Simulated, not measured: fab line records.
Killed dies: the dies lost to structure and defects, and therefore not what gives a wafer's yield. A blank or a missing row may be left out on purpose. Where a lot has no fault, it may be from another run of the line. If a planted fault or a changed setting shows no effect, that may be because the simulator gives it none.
Which tool did it? / flow sky130 / 13 lots, 39 wafers sampled, at 2 steps of a route of 708

== WHAT THE GAUGES READ, wafer by wafer ==
SKY_CONTACT_CD_MEAS_14: target cd 170 nm. Usual: 169.9 nm for cd-nm, sd 1.3.
lot=L162; measured=day 31 21:05; on=cd-sem-01; cd-nm (nm)=169.5 170.2 168.9; flag=
lot=L164; measured=day 32 15:54; on=cd-sem-02; cd-nm (nm)=167.9 167.8 167.5; flag=
lot=L165; measured=day 32 22:51; on=cd-sem-01; cd-nm (nm)=170.5 170.4 169.0; flag=
lot=L167; measured=day 33 03:36; on=cd-sem-01; cd-nm (nm)=170.1 169.7 169.5; flag=
lot=L169; measured=day 34 01:51; on=cd-sem-01; cd-nm (nm)=170.0 170.9 171.3; flag=
lot=L171; measured=day 34 08:28; on=cd-sem-02; cd-nm (nm)=169.2 169.1 170.5; flag=
lot=L172; measured=day 34 20:14; on=cd-sem-02; cd-nm (nm)=171.4 170.1 171.6; flag=
lot=L175; measured=day 35 20:03; on=cd-sem-01; cd-nm (nm)=170.7 170.6 171.6; flag=
lot=L179; measured=day 36 22:01; on=cd-sem-02; cd-nm (nm)=167.7 169.8 169.8; flag=
lot=L180; measured=day 37 16:49; on=cd-sem-02; cd-nm (nm)=167.5 167.5 168.2; flag=
lot=L182; measured=day 37 23:52; on=cd-sem-02; cd-nm (nm)=172.2 172.6 173.2; flag=
lot=L184; measured=day 38 11:42; on=cd-sem-01; cd-nm (nm)=169.2 169.2 170.5; flag=
lot=L185; measured=day 38 19:37; on=cd-sem-02; cd-nm (nm)=168.9 168.0 169.8; flag=

SKY_CONTACT_RS_MEAS_25: measures by four-point-probe. Usual: for CONTACT_W_RS the level is 0.338 ohm/sq and the standard deviation is 0.0058.
lot=L162; measured=day 31 22:08; on=film-metro-02; CONTACT_W_RS (ohm/sq)=0.350 0.333 0.343; flag=
lot=L164; measured=day 32 17:02; on=film-metro-02; CONTACT_W_RS (ohm/sq)=0.337 0.339 0.337; flag=
lot=L165; measured=day 32 23:57; on=film-metro-01; CONTACT_W_RS (ohm/sq)=0.336 0.333 0.339; flag=
lot=L167; measured=day 33 04:39; on=film-metro-01; CONTACT_W_RS (ohm/sq)=0.341 0.344 0.333; flag=
lot=L169; measured=day 34 02:57; on=film-metro-01; CONTACT_W_RS (ohm/sq)=0.327 0.344 0.326; flag=
lot=L171; measured=day 34 09:32; on=film-metro-01; CONTACT_W_RS (ohm/sq)=0.346 0.342 0.330; flag=
lot=L172; measured=day 34 21:17; on=film-metro-03; CONTACT_W_RS (ohm/sq)=0.339 0.334 0.334; flag=
lot=L175; measured=day 35 21:07; on=film-metro-02; CONTACT_W_RS (ohm/sq)=0.342 0.336 0.341; flag=
lot=L179; measured=day 36 23:04; on=film-metro-03; CONTACT_W_RS (ohm/sq)=0.342 0.335 0.341; flag=
lot=L180; measured=day 37 17:58; on=film-metro-02; CONTACT_W_RS (ohm/sq)=0.335 0.337 0.339; flag=
lot=L182; measured=day 38 00:57; on=film-metro-01; CONTACT_W_RS (ohm/sq)=0.345 0.343 0.335; flag=
lot=L184; measured=day 38 12:45; on=film-metro-01; CONTACT_W_RS (ohm/sq)=0.333 0.345 0.333; flag=
lot=L185; measured=day 38 20:40; on=film-metro-02; CONTACT_W_RS (ohm/sq)=0.346 0.344 0.332; flag=

== EACH LOT AND THE TOOL THAT RAN IT (in order: tool; ch and the chambers of the sampled wafers; start) ==
There is no process step in the record ahead of these readings.

== AS READ BY THE TOOLS THEMSELVES (means over the sampled wafers that have a number; for cases with no such wafer, the mark the record gives instead) ==
The record holds no such reading with a usual standard deviation.

== THE ANSWER, worked out from the rows above alone ==
Rule: a lot is off if the mean of its wafers that have a number lies more than 3 standard deviations from the usual mean. A lot without any number at a reading at which 4 lots or more have one is off too. Where the step has rows for the other lots, those lots are counted as sound. The gauges are gone through in route order, then the tools' own readings, and for those a lot's mean is taken as printed above. The first step at which some lot is off is used, and at that step the reading that is off furthest; a lot without a number counts as furthest.
Across all readings shown, no lot is off: no conclusion can be drawn from this.

== WHAT HAD BEEN PUT IN BY THE SIMULATOR ==
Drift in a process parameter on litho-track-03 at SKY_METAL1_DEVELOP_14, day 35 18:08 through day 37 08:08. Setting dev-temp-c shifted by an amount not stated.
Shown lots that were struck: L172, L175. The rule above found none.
